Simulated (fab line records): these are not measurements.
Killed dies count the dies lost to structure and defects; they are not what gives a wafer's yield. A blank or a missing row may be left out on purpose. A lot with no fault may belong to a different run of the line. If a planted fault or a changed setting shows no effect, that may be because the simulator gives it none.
One fault seen from 2 desks :: flow gf180mcu :: what lay behind the numbers comes last; until then each desk has only its own

== FROM THE METROLOGY DESK ==
What the gauges read for every lot (on any tool): the sampled wafers with a number, averaged. Marked OUT: a lot whose mean sits more than 4 standard deviations from the usual mean, which makes it out of limits; the brackets give that distance.
Columns: A = M3_ALCU_THK at GF_M3_THK_MEAS_06, usual 453 nm; B = V3_BOW at GF_V3_BOW_MEAS_05, usual 117 um; C = V3_W_RS at GF_V3_RS_MEAS_24, usual 0.325 ohm/sq; D = cd-nm at GF_M4_CD_MEAS_14, usual 279.7 nm
lot: L958
first seen here: day 20 06:58
A: 455
B: 113
C: 0.326
D: 280.8

lot: L959
first seen here: day 20 18:41
A: 455
B: 123
C: 0.320
D: 278.2

lot: L966
first seen here: day 23 17:04
A: 455
B: 128
C: 0.330
D: 279.6

lot: L971
first seen here: day 25 03:16
A: 451
B: 122
C: 0.324
D: 280.2

lot: L972
first seen here: day 25 10:36
A: 453
B: 120
C: 0.325
D: 278.8

lot: L973
first seen here: day 25 15:38
A: 447
B: 113
C: 0.326
D: 279.6

lot: L977
first seen here: day 27 00:41
A: 448
B: 128
C: 0.328
D: 278.5

lot: L978
first seen here: day 27 07:55
A: 451
B: 115
C: 0.329
D: 281.0

lot: L979
first seen here: day 27 12:55
A: 450
B: 130
C: 0.322
D: 280.8

lot: L980
first seen here: day 27 16:46
A: 459
B: 115
C: 0.321
D: 280.2

lot: L981
first seen here: day 28 01:26
A: 448
B: 117
C: 0.322
D: 280.1
This desk found nothing out of limits on any of the 11 lots.

== DESK OF THE TOOL OWNER: pvd-sputter-04 ==
At GF_V3_SPUTTER_22 (material TiN, target thk 10 nm, time 40 s) the tool's own readings: per lot run on this tool, the mean of the sampled wafers that have a number. Marked OUT: a lot whose mean sits more than 4 standard deviations from the usual mean, which makes it out of limits; the brackets give that distance.
Columns: A = throttle-valve-pct at GF_V3_SPUTTER_22, usual 29.8 %
lot: L959
first seen here: day 22 20:43
A: 29.3

lot: L966
first seen here: day 25 16:16
A: 29.1

lot: L977
first seen here: day 28 17:47
A: 29.4

lot: L978
first seen here: day 29 00:21
A: 29.6

lot: L980
first seen here: day 29 10:05
A: 29.1

lot: L981
first seen here: day 29 18:05
A: 29.6
This desk found nothing out of limits on any of the 6 lots.

== BROUGHT TOGETHER ==
Metrology desk: nothing out of limits seen.
Nothing out of limits was seen by the tool owner's desk.

== WHAT THE SIMULATOR HAD INSERTED ==
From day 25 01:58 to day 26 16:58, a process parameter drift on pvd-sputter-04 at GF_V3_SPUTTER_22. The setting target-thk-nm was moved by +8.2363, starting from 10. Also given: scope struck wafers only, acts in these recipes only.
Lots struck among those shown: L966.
